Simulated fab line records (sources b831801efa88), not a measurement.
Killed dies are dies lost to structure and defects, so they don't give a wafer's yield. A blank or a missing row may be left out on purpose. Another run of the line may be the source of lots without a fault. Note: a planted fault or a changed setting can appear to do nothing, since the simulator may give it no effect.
Problem report, 8D (eight disciplines) form, completed by code	flow gf180mcu	the parts of the form that need people (team, actions taken, sign-off) are left out

== 1. PROBLEM STATEMENT ==
Across 9 wafers from 3 lots, MVSD_RS at GF_VT_IMPLANT_RS_MEAS_46 averages 443.5 ohm/sq, while fault-free wafers read 457.0 ohm/sq with a standard deviation of 1.2. That is -11 standard deviations from the usual mean.
The step: measures by four-point-probe.
Earliest sighting: wafer L106.1 on film-metro-03 at day 12 01:19. The record has a number at this step for 42 wafers belonging to 14 lots. Rule for "out" (also "out of limits"): further than 4 standard deviations from the usual mean. Any other wafer with a number is counted as sound.

== 2. WHAT IT IS; WHAT IT IS NOT ==
question	is	is not
which readings at this step	MVSD_RS	-
which lots	L106, L107, L108	L100, L109, L110, L113, L991, L992, L994, L995, L997, L998, L999
which wafers of those lots	all that have a number	-
read on which gauges	film-metro-01, film-metro-03, film-metro-04	-
when	from day 12 01:19	up to then (24 sound wafers); but 9 sound wafers of L109, L110, L113 came after

== 3. WHAT RULES OUT EACH SUSPECT ==
Counting: a tool stays on the suspect list if, at a process step up to the reading, it processed all lots that are out and no sound lot following the first of them.
- ruled out: the gauge at GF_VT_IMPLANT_RS_MEAS_46. Those wafers that are out were read across 3 gauges (film-metro-01, film-metro-03, film-metro-04).
- implanter-01 at GF_MVSD_IMPLANT_08: kept. All lots that are out passed through it, beginning with L106 at day 8 06:57, and no sound lot followed; its final sound lot before that point was L999 at day 6 12:52. On those wafers its own readings are out: beam-energy-keV.
The count leaves implanter-01 at GF_MVSD_IMPLANT_08.

== 4. THE CAUSE (what the simulator had put in) ==
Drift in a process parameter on implanter-01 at GF_MVSD_IMPLANT_08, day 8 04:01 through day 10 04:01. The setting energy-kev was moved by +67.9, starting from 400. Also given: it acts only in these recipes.
Counting left only this tool.

== 5. SEQUENCE OF EFFECTS, ordered by route ==
Each row: a reading whose mean over the struck wafers that have a number lies more than 3 standard deviations from the usual. Only readings whose record carries a usual standard deviation are examined. hours: median over the lots of the time between each lot's start at the first step of this table that gives one and its start at this step. sigmas: the change, counted in usual standard deviations.
hours	step	reading	usual	on struck wafers	change	sigmas
0	GF_MVSD_IMPLANT_08	beam-energy-keV	400.02	467.92	+67.90	+99 or more
91	GF_VT_IMPLANT_RS_MEAS_46	MVSD_RS	457.0 ohm/sq	443.5	-13.5	-11
Process steps it contains:
- GF_MVSD_IMPLANT_08
At these later measuring or inspecting steps, every struck wafer for which the step has a row has a number for every such reading, and none has moved that far: GF_POLY_GATE_THK_MEAS_01.

== 6. HOW IT WOULD HAVE BEEN CAUGHT EARLIER ==
In this record the first reading out of limits at a measuring or inspecting step was taken at day 12 01:19, 93 hours after the fault began at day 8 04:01.
The tool's own readings at GF_MVSD_IMPLANT_08 were out on every struck wafer that the step has a row for (beam-energy-keV): an alarm limit on them would have fired on the first of those.
Each of the lots that are out, 3 in all, had begun GF_MVSD_IMPLANT_08 on implanter-01 no later than day 12 01:19. Holding the tool at that point would not have protected any of them.
